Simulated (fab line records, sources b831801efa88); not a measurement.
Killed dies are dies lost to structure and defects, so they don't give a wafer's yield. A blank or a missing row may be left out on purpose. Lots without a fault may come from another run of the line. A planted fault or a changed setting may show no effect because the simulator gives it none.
Which tool did it? | flow sky130 | 11 lots, 33 wafers sampled, at 6 steps of a route of 708

WHAT THE GAUGES READ, wafer by wafer
SKY_FIELD_ISO_THK_MEAS_25.
lot  | measured    | on            | FIELD_ISO_CVD_24_THK (nm)
L368 | day 2 11:11 | film_metro-02 | 596 595 586
L369 | day 2 18:50 | film_metro-01 | 598 611 617
L370 | day 2 22:14 | film_metro-04 | 595 593 594
L372 | day 3 09:56 | film_metro-04 | 591 595 605
L373 | day 3 14:31 | film_metro-02 | 592 588 588
L375 | day 4 01:20 | film_metro-04 | 597 426 448
L377 | day 4 09:32 | film_metro-01 | 608 587 421
L385 | day 6 05:10 | film_metro-04 | 595 592 594
L387 | day 6 15:05 | film_metro-04 | 597 605 599
L389 | day 7 01:29 | film_metro-01 | 596 590 587
L390 | day 7 09:45 | film_metro-04 | 599 587 577

SKY_NWELL_RS_MEAS_31: measures by four-point-probe.
lot  | measured     | on            | PWDE_RS (ohm/sq)
L368 | day 5 13:48  | film_metro-04 | 5253 5285 5283
L369 | day 5 20:57  | film_metro-01 | 5282 5292 5285
L370 | day 6 02:48  | film_metro-04 | 5278 5285 5282
L372 | day 6 14:51  | film_metro-04 | 5251 5261 5272
L373 | day 6 20:55  | film_metro-03 | 5305 5275 5269
L375 | day 7 08:48  | film_metro-01 | 5295 5286 5282
L377 | day 7 21:28  | film_metro-03 | 5311 5310 5297
L385 | day 9 22:36  | film_metro-01 | 5276 5289 5296
L387 | day 10 07:00 | film_metro-03 | 5273 5249 5227
L389 | day 10 19:30 | film_metro-03 | 5315 5303 5282
L390 | day 11 03:32 | film_metro-01 | 5260 5247 5245

WHICH TOOL RAN EACH LOT (tool, then ch and the chambers of the sampled wafers, then the start)
lot  | SKY_FIELD_ISO_CVD_24            | SKY_FIELD_ISO_CMP_27         | SKY_NWELL_STRIP_14                   | SKY_NWELL_STRIP_25
L368 | hdpcvd-01 ch 0,1, day 2 11:05   | cmp-02 ch 0,1, day 2 14:29   | plasma_asher-04 ch 0,1, day 4 19:29  | plasma_asher-04 ch 0,1, day 5 13:14
L369 | hdpcvd-01 ch 0,2, day 2 18:46   | cmp-01 ch 0,1,2, day 2 20:26 | plasma_asher-03 ch 0,1, day 5 01:45  | plasma_asher-03 ch 0,1, day 5 20:24
L370 | hdpcvd-01 ch 1,2, day 2 22:10   | cmp-02 ch 0,2,3, day 3 01:04 | plasma_asher-04 ch 0,1, day 5 07:33  | plasma_asher-03 ch 1, day 6 02:15
L372 | hdpcvd-01 ch 0,1,2, day 3 09:52 | cmp-02 ch 1,2,3, day 3 11:33 | plasma_asher-03 ch 0,1, day 5 19:18  | plasma_asher-02 ch 0,1, day 6 14:18
L373 | hdpcvd-01 ch 1,2, day 3 14:27   | cmp-01 ch 0,2,3, day 3 16:38 | plasma_asher-03 ch 0,1, day 6 01:19  | plasma_asher-02 ch 0,1, day 6 20:21
L375 | hdpcvd-01 ch 0,1,2, day 4 01:16 | cmp-02 ch 0,2, day 4 04:01   | plasma_asher-04 ch 0,1, day 6 12:51  | plasma_asher-02 ch 0,1, day 7 08:15
L377 | hdpcvd-01 ch 0,1,2, day 4 09:28 | cmp-02 ch 1,2,3, day 4 12:14 | plasma_asher-04 ch 0,1, day 7 00:16  | plasma_asher-03 ch 0,1, day 7 20:54
L385 | hdpcvd-02 ch 0,2, day 6 05:05   | cmp-02 ch 2,3, day 6 07:58   | plasma_asher-02 ch 0,1, day 9 00:00  | plasma_asher-04 ch 0,1, day 9 22:03
L387 | hdpcvd-02 ch 0,2, day 6 15:01   | cmp-01 ch 1,2, day 6 16:39   | plasma_asher-03 ch 0,1, day 9 09:18  | plasma_asher-04 ch 0,1, day 10 06:27
L389 | hdpcvd-02 ch 0,1,2, day 7 01:24 | cmp-01 ch 1,2, day 7 03:05   | plasma_asher-03 ch 0,1, day 9 20:53  | plasma_asher-04 ch 0,1, day 10 18:56
L390 | hdpcvd-01 ch 0,1,2, day 7 09:40 | cmp-01 ch 1,2, day 7 11:18   | plasma_asher-02 ch 0,1, day 10 04:34 | plasma_asher-02 ch 0,1, day 11 02:58
- SKY_FIELD_ISO_CVD_24: deposits SiO2, target thk 595 nm, time 99.2 s.
- SKY_FIELD_ISO_CMP_27: polishes, stops on Si3N4, t overpolish 16 s, target thk 457.8 nm.
- SKY_NWELL_STRIP_14: strips in O2/N2.
- SKY_NWELL_STRIP_25: strips in O2/N2.

WHAT THE TOOLS THEMSELVES READ (means of the sampled wafers that have a number; where no wafer has one, the mark that the record gives instead)
SKY_FIELD_ISO_CMP_27.
lot  | tool   | motor_current_A (A) | time_to_endpoint_s (s)
L368 | cmp-02 | 11.7                | 118
L369 | cmp-01 | 12.9                | 112
L370 | cmp-02 | 12.4                | 114
L372 | cmp-02 | 12.6                | 117
L373 | cmp-01 | 13.7                | 109
L375 | cmp-02 | 11.9                | 90
L377 | cmp-02 | 12.9                | 105
L385 | cmp-02 | 12.5                | 109
L387 | cmp-01 | 14.4                | 110
L389 | cmp-01 | 12.7                | 110
L390 | cmp-01 | 13.6                | 109

SKY_NWELL_STRIP_14.
lot  | tool            | drypump_motor_current_A (A) | oes_product_au (a.u.) | strip_time_to_endpoint_s (s)
L368 | plasma_asher-04 | 5.2                         | 0.721                 | 36.89
L369 | plasma_asher-03 | 5.7                         | 0.722                 | 36.92
L370 | plasma_asher-04 | 5.2                         | 0.724                 | 37.07
L372 | plasma_asher-03 | 5.7                         | 0.718                 | 36.86
L373 | plasma_asher-03 | 5.7                         | 0.726                 | 36.82
L375 | plasma_asher-04 | 5.2                         | 0.723                 | 36.79
L377 | plasma_asher-04 | 5.5                         | 0.722                 | 36.96
L385 | plasma_asher-02 | 5.7                         | 0.721                 | 36.96
L387 | plasma_asher-03 | 5.8                         | 0.722                 | 37.00
L389 | plasma_asher-03 | 5.8                         | 0.722                 | 36.91
L390 | plasma_asher-02 | 5.7                         | 0.724                 | 36.90

SKY_NWELL_STRIP_25.
lot  | tool            | drypump_motor_current_A (A) | oes_product_au (a.u.) | strip_time_to_endpoint_s (s)
L368 | plasma_asher-04 | 5.5                         | 0.719                 | 36.81
L369 | plasma_asher-03 | 5.8                         | 0.727                 | 36.92
L370 | plasma_asher-03 | 5.7                         | 0.724                 | 37.09
L372 | plasma_asher-02 | 5.8                         | 0.726                 | 36.97
L373 | plasma_asher-02 | 5.7                         | 0.720                 | 36.97
L375 | plasma_asher-02 | 5.9                         | 0.720                 | 36.86
L377 | plasma_asher-03 | 5.7                         | 0.720                 | 36.88
L385 | plasma_asher-04 | 5.2                         | 0.721                 | 36.86
L387 | plasma_asher-04 | 5.5                         | 0.716                 | 36.95
L389 | plasma_asher-04 | 5.5                         | 0.721                 | 36.87
L390 | plasma_asher-02 | 5.9                         | 0.720                 | 36.98

THE ANSWER, worked out from the rows above alone
Rule: what is usual is taken from the lots themselves. Put in order of their means at a reading, lots are off if they are a third of the lots or fewer, leave a main group of 4 or more, and stand apart from it by a gap of 3 or more times the standard deviation of the main group's means; of several such gaps the widest counts. A main group whose means are all the same, to the digits that the tables above print for the reading, isn't used. A lot without any number at a reading at which 4 lots or more have one is off too. The other lots that the step has rows for count as sound. The gauges are gone through in route order, then the tools' own readings, and for those a lot's mean is taken as printed above. The first step at which some lot is off is used, and at that step the reading that is off furthest; a lot without a number counts as furthest.
Off: L375, L377, at SKY_FIELD_ISO_THK_MEAS_25 (FIELD_ISO_CVD_24_THK). The main group: mean 595 nm, standard deviation 6.1.
A tool fits if, at a process step before that reading, it ran every lot that is off, and no sound lot after the first of them. The gauges at SKY_FIELD_ISO_THK_MEAS_25 are tried like those tools. None of those tried fits.

WHAT THE SIMULATOR HAD PUT IN
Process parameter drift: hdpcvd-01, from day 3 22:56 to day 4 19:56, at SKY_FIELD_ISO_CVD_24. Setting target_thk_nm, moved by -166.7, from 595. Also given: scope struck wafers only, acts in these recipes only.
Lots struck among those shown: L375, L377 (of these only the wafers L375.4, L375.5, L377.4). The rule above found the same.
